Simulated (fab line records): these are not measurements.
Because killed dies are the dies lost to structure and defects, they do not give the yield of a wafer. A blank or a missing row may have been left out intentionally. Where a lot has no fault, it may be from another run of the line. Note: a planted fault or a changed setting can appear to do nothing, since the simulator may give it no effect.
Code-filled problem report in 8D (eight disciplines) form	flow sky130	the parts of the form that need people (team, actions taken, sign-off) are left out

== 1. THE PROBLEM ==
At SKY_VIA4_CMP_21, overpolishRunS averages 0.042 s over 4 wafers from 3 lots, while fault-free wafers read 25.000 s, standard deviation 0.0094. That is -99 or more standard deviations from the usual mean.
The step: polishes, stops on SiO2, t overpolish 25 s, target thk 0 nm.
Earliest sighting: wafer L490.2 on cmp-01 at day 45 21:45. The record holds 38 wafers of 13 lots with a number at this step. The rule behind "out" and "out of limits": a value lying over 4 standard deviations away from the usual mean. The other wafers with a number count as sound.

== 2. WHAT IT IS, WHAT IT ISN'T ==
question	is	is not
which readings at this step	overpolishRunS, timeToEndpointS	motorCurrentA
which lots	L490, L491, L493	L485, L486, L488, L489, L492, L500, L503, L504, L505, L507
which wafers of those lots	L490.2, L491.2, L491.5, L493.5	L490.3, L490.4, L491.1, L493.6
read on which tools	cmp-01	cmp-02
when	from day 45 21:45	up to then (14 sound wafers); but 20 sound wafers of L491, L492, L493, L500, L503, L504, L505, L507 came after

== 3. WHAT RULES OUT EACH SUSPECT ==
Counting: if a tool at a process step up to the reading ran every lot that is out, it stays a suspect. Sound lots after the first of them don't rule it out here, since some wafers of a struck lot are sound.
- cmp-01 at SKY_VIA4_CMP_21 (polishes, stops on SiO2, t overpolish 25 s, target thk 0 nm): kept. Ran every lot that is out, first one L490 (day 45 21:45); last sound lot up to then L489 (day 45 16:21). Out on those wafers are its own readings of overpolishRunS, timeToEndpointS.
- Within cmp-01 at SKY_VIA4_CMP_21: the wafers that are out ran in chambers 0, 2; their sound lot-mates ran in chambers 1, 3.
Left after counting: cmp-01 at SKY_VIA4_CMP_21.

== 4. THE CAUSE (what the simulator had put in) ==
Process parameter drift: cmp-01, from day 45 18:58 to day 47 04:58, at SKY_VIA4_CMP_21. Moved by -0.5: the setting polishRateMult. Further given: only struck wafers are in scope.
Counting left only this tool.

== 5. THE EFFECT CHAIN, in route order ==
Each row: a reading where the mean over the struck wafers with a number is more than 3 standard deviations away from the usual. Only readings whose record carries a usual standard deviation are examined. hours: median over the lots of the time between each lot's start at the first step of this table that gives one and its start at this step. sigmas: the change, counted in usual standard deviations.
hours	step	reading	usual	on struck wafers	change	sigmas
0	SKY_VIA4_CMP_21	overpolishRunS	25.000 s	0.042	-24.958	-99 or more
0	SKY_VIA4_CMP_21	timeToEndpointS	123 s	191	+68	+14
65	SKY_PAD_OPEN_PROBE_99	defectLimitedYield	82.6 %	0.0	-82.6	-49
65	SKY_PAD_OPEN_PROBE_99	killed_at_M4_up	3.1	416.0	+412.9	+99 or more
65	SKY_PAD_OPEN_PROBE_99	killedDies	86	492	+406	+50
65	SKY_PAD_OPEN_PROBE_99	killedOnRim	16	96	+80	+22
65	SKY_PAD_OPEN_PROBE_99	sort_bin_3_pad_short	0.8 %	84.5	+83.7	+99 or more
65	SKY_PAD_OPEN_PROBE_99	sortNPass	406	0	-406	-50
65	SKY_PAD_OPEN_PROBE_99	sortYieldPct	82.6 %	0.0	-82.6	-49
Here are the process steps it includes:
- SKY_VIA4_CMP_21: polishes, stops on SiO2, t overpolish 25 s, target thk 0 nm.
- SKY_PAD_OPEN_PROBE_99

== 6. HOW IT WOULD HAVE BEEN CAUGHT EARLIER ==
The fault began at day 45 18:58; the first out-of-limits reading in this record came at day 45 21:45, 3 hours later.
